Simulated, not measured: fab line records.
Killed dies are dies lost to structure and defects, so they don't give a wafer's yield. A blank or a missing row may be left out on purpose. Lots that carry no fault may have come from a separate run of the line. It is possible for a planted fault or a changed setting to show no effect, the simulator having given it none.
Comparing a struck lot with a sound one || flow sky130 || 15 out of 708 route steps
Sound: the wafers L532.2, L532.3, L532.4. Struck: wafers L537.1, L537.2, L537.5. At the end, the cause is stated.
At each step with rows: each side's tool, then ch and its chambers, then its first start. Under that, the readings that differ: sound wafers || struck wafers || difference of the means || sigmas: that difference in standard deviations of wafers without a fault.
alike: words and numbers the same on both sides, and readings whose means are apart by under 2 such deviations; not compared: readings that were withheld, readings missing a value for some wafer, numbers with overlapping values and no deviation given by the record, and bounds like >300 which may hide the same value.
A row with sigmas, a row that says differs or no value, or rows on one side alone: a step with any of these is where the two part. Numbers that have no deviation but don't overlap get no sigmas and don't part them. A reading missing from all wafers of one side parts the sides only when that side holds two or more wafers.

first, 6 steps without rows for these wafers: SKY_VIA4_HMDS_05 (prime time 60 s); SKY_VIA4_COAT_06 (resist thk 1140 nm); SKY_VIA4_SOFTBAKE_07 (time 60 s); SKY_VIA4_EXPOSE_08 (exposes mask VIM4, target cd 800 nm); SKY_VIA4_PEB_09; SKY_VIA4_DEVELOP_10 (develop time 60 s).
SKY_VIA4_OVL_MEAS_11:
  sound: overlay-02 at day 43 13:38; struck: overlay-01 at day 44 22:47
  alike: VIA4_OVL
SKY_VIA4_ETCH_12: etches SiO2 in C4F8/O2/Ar, stops on TiN, target depth 580 nm.
  sound on rie-diel-01 ch 0,1,3, day 43 13:40; struck on rie-diel-04 ch 0,1,2, day 44 22:49
  alike: oes-product-au
SKY_VIA4_STRIP_13: strips in O2/N2.
  sound on plasma-asher-01 ch 0,1, day 43 13:45; struck on plasma-asher-01 ch 0,1, day 44 22:54
  alike: drypump-motor-current-A, oes-product-au, strip-time-to-endpoint-s
  not compared: rf-hours-counter-h
then, 3 steps without rows for these wafers: SKY_VIA4_STRIP_14 (strips in post etch residue remover, time 1200 s); SKY_VIA4_CLEAN_15 (cleans in IPA, time 180 s); SKY_VIA4_CLEAN_16 (cleans in O3/DIW).
SKY_VIA4_SPUTTER_17: material TiN, target thk 20 nm, time 80 s.
  sound: pvd-sputter-02 at day 43 14:25; struck: pvd-sputter-01 at day 44 23:29
  no value came back on the struck wafers for cathode-dc-power-W (W), chamber-pressure-pa (Pa), throttle-valve-pct (%); on the sound wafers cathode-dc-power-W (W) reads 3999.8 3999.2 3999.7
SKY_VIA4_CVD_18: deposits W, target thk 505 nm, time 152.14 s.
  sound on cvd-w-02 ch 0,1, day 43 14:29; struck on cvd-w-01 ch 0,1, day 44 23:33
  alike: heater-power-w
  not compared: since-wet-clean-h
-- the record jumps here: 3 days lie between the struck wafers' starts before and after (it left off in module VIA4 and takes up again in module PAD_OPEN, whose first step shown is number 708 of the route) --
SKY_PAD_OPEN_PROBE_99:
  sound: prober-02 at day 46 10:34; struck: prober-02 at day 47 15:35
{"reading": "hold", "sound": "- - -", "struck": "await-dispo/3.3h/scrap await-dispo/3.3h/scrap await-dispo/3.3h/scrap", "difference": "no value on the sound wafers", "sigmas": ""}
{"reading": "defect-limited-yield (%)", "sound": "84.6 83.1 82.9", "struck": "0 0 0", "difference": -84, "sigmas": -46}
{"reading": "killed_at_M4_up", "sound": "4 4 6", "struck": "415 408 410", "difference": "+406", "sigmas": "+99 or more"}
{"reading": "killed-at-other", "sound": "0 0 0", "struck": "1 2 2", "difference": "+2", "sigmas": "+3"}
{"reading": "killed-dies", "sound": "76 83 84", "struck": "492 492 492", "difference": "+411", "sigmas": "+46"}
{"reading": "killed-on-rim", "sound": "12 21 10", "struck": "96 96 96", "difference": "+82", "sigmas": "+22"}
{"reading": "sort_bin_5_function (%)", "sound": "10.0 10.0 11.0", "struck": "93.7 93.7 94.5", "difference": "+83.6", "sigmas": "+60"}
{"reading": "sort-n-pass", "sound": "416 409 408", "struck": "0 0 0", "difference": -411, "sigmas": -46}
{"reading": "sort-yield-pct (%)", "sound": "84.6 83.1 82.9", "struck": "0 0 0", "difference": -84, "sigmas": -46}
  alike: killed_at_M0_to_M3, killed-at-contacts, killed-at-front-end, killed-open, killed-short, sort_bin_3_pad_short, sort_bin_6_memory

WHERE THEY PART
Earliest at SKY_VIA4_SPUTTER_17; latest, in this record, at SKY_PAD_OPEN_PROBE_99.

WHY: what had been put in by the simulator
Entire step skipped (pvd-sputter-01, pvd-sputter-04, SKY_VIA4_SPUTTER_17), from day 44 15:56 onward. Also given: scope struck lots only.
